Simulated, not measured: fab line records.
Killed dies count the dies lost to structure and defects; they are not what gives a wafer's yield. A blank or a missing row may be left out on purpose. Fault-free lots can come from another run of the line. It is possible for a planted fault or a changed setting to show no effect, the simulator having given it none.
Chamber matching ; flow sfq-line ; SFQ_TRILAYER_I2_CMP_CMP_064 on cmp-01 has 4 sister chambers
The step polishes SiO2. 8 wafers are shown with their chamber, then 10 later ones without.

## WAFERS WITH THEIR CHAMBER
wafer;chamber;motor-current-A (A);slurry-filter-dp-kPa (kPa)
L600.2;1;9.7;13.30
L600.3;3;10.9;13.68
L601.5;1;10.0;13.35
L605.3;0;8.9;13.68
L605.2;2;9.5;13.39
L605.5;3;10.9;13.55
L610.4;0;9.1;13.57
L610.3;2;10.3;13.49

## WAFERS WITH NO CHAMBER GIVEN
wafer;motor-current-A (A);slurry-filter-dp-kPa (kPa)
L610.6;10.5;13.21
L614.3;9.0;13.62
L614.4;9.8;13.56
L614.5;8.8;13.41
L616.1;10.5;13.64
L616.5;8.9;13.72
L616.6;10.7;13.36
L617.1;10.7;13.68
L617.3;9.2;13.65
L617.5;9.6;13.41

## THE CHAMBER EACH PASSED THROUGH
wafer;from the rows above;in truth
L610.6;can't be placed: 1 or 2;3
L614.3;0;0
L614.4;can't be placed: 2 or 0 or 1 or 3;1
L614.5;can't be placed: 0 or 2 or 1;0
L616.1;3;3
L616.5;0;0
L616.6;can't be placed: 1 or 2 or 3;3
L617.1;3;3
L617.3;0;0
L617.5;can't be placed: 2 or 1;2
Correctly placed: 5 of 10. Cannot be placed on the basis of these rows: 5; the candidates contain the true chamber in 4. Wrongly placed: 0.
How it was worked out, from the rows above alone: a wafer's distance from a chamber is the root of the sum, over the readings, of the square of ((its reading less the chamber's mean) divided by the reading's scatter). If the next closest chamber is less than 2 further off than the closest, the wafer can't be placed; otherwise it belongs to the closest. For every chamber, the mean is computed from those of its wafers that are shown. The scatter: take each reading less its chamber's mean, square it, sum over the shown wafers, divide by the number of wafers less the number of chambers, and take the root.
